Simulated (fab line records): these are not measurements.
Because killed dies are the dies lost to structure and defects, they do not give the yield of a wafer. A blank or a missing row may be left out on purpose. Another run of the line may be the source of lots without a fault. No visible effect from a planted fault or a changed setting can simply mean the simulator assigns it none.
A struck lot beside a sound one ; flow sky130 ; 35 out of 708 route steps
Sound: the wafers L724.1, L724.3, L724.4. Struck: wafers L731.1, L731.2, L731.4. Last of all comes the cause.
Order at every step that has rows: each side's tool, ch and its chambers, its first start. Under that, the readings that differ: sound wafers ; struck wafers ; difference of the means ; sigmas: that difference in standard deviations of wafers without a fault.
alike: readings with means less than 2 such deviations apart, plus words and numbers identical on both sides. not compared: withheld readings, readings lacking a value on some wafer, bounds such as >300 that could conceal the same value, and numbers that have no deviation in the record and whose values overlap.
A row with sigmas, a row that says differs or no value, or rows on one side alone: a step with any of these is where the two part. Numbers that have no deviation but don't overlap get no sigmas and don't part them. A reading that every wafer of one side lacks parts them only if that side has two wafers or more.

first, 8 steps without rows for these wafers: SKY_CAP2M_SPUTTER_02 (material TiN, target thk 200 nm, time 166.7 s); SKY_CAP2M_DEHYDRATE_05 (time 60 s); SKY_CAP2M_HMDS_06 (prime time 60 s); SKY_CAP2M_COAT_07 (resist thk 1140 nm); SKY_CAP2M_SOFTBAKE_08 (time 60 s); SKY_CAP2M_EXPOSE_09 (exposes mask CAP2M, target cd 1000 nm); SKY_CAP2M_PEB_10; SKY_CAP2M_DEVELOP_11 (develop time 60 s).
SKY_CAP2M_METAL_ETCH_13: etches TiN in Cl2/BCl3, stops on SiO2, target depth 220 nm, time 62.9 s.
  sound on rie metal-03 ch 0,1, day 41 11:48; struck on rie metal-03 ch 0,1, day 43 08:35
  alike: drypump motor current A, he backside leak sccm, oes product au, throttle valve pct
  not compared: rf hours counter h
then, 25 steps without rows for these wafers: SKY_CAP2M_STRIP_14 (strips in O2/N2); SKY_CAP2M_STRIP_15 (strips in post etch residue remover, time 1200 s); SKY_CAP2M_CLEAN_16 (cleans in IPA, time 180 s); SKY_CAP2M_CLEAN_17 (cleans in O3/DIW); SKY_METAL4_DEHYDRATE_05 (time 60 s); SKY_METAL4_HMDS_06 (prime time 60 s); SKY_METAL4_COAT_07 (resist thk 60 nm); SKY_METAL4_COAT_08 (resist thk 1140 nm); SKY_METAL4_SOFTBAKE_09 (time 90 s); SKY_METAL4_EXPOSE_10 (exposes mask MM4, target cd 300 nm); SKY_METAL4_PEB_11; SKY_METAL4_DEVELOP_12 (develop time 60 s); SKY_METAL4_DESCUM_15 (chemistry O2, time 8 s); SKY_METAL4_ETCH_16 (etches BARC in N2/H2, stops on SiO2, time 88.2 s, target depth 60 nm); SKY_METAL4_ETCH_17 (etches SiO2 in C4F8/O2/Ar, stops on TiN, time 3.9 s, target depth 15 nm); SKY_METAL4_METAL_ETCH_18 (etches the open film in Cl2/BCl3, stops on SiO2, target depth 845 nm, time 183.1 s); SKY_METAL4_STRIP_19 (strips in O2/N2); SKY_METAL4_STRIP_20 (strips in post etch residue remover, time 1200 s); SKY_METAL4_CLEAN_21 (cleans in IPA, time 180 s); SKY_METAL4_CLEAN_22 (cleans in O3/DIW); SKY_VIA4_HDPCVD_00 (deposits SiO2, target thk 1750 nm, time 291.7 s); SKY_VIA4_CMP_02 (polishes SiO2); SKY_VIA4_DEHYDRATE_04 (time 60 s); SKY_VIA4_HMDS_05 (prime time 60 s); SKY_VIA4_COAT_06 (resist thk 1140 nm).
-- the record jumps here: 5 days lie between the struck wafers' starts before and after (it left off in module VIA4 and takes up again in module PAD_OPEN, whose first step shown is number 708 of the route) --
SKY_PAD_OPEN_PROBE_99:
  sound on prober-01, day 46 09:41; struck on prober-02, day 48 00:46
reading;sound;struck;difference;sigmas
defect limited yield (%);84.3 80.9 81.3;73.8 68.1 73.0;-10.5;-6
killed at other;0 0 0;39 62 68;+56;+88
killed dies;77 94 92;129 157 133;+52;+6
sort_bin_3_pad_short (%);0.8 0.8 1.4;1.8 3.9 3.9;+2.2;+5
sort_bin_5_function (%);9.8 11.2 10.4;17.7 21.1 17.9;+8.4;+6
sort n pass;415 398 400;363 335 359;-52;-6
sort yield pct (%);84.3 80.9 81.3;73.8 68.1 73.0;-10.5;-6
model.etest.tester.sort n pass;415 398 400;363 335 359;-52;
model.etest.tester.sort yield pct (%);84.35 80.89 81.3;73.78 68.09 72.97;-10.57;
model.etest.tester.sort_bin_5_pct (%);9.756 11.18 10.37;17.68 21.14 17.89;+8.47;
model.etest.tester.sort_bin_3_pct (%);0.813 0.813 1.423;1.829 3.862 3.862;+2.168;
  alike: killed_at_M0_to_M3, killed_at_M4_up, killed at contacts, killed at front end, killed open, killed short, sort_bin_6_memory

## WHERE THEY PART
At SKY_PAD_OPEN_PROBE_99 and nowhere else, as far as this record goes.

WHY: what the simulator had put in
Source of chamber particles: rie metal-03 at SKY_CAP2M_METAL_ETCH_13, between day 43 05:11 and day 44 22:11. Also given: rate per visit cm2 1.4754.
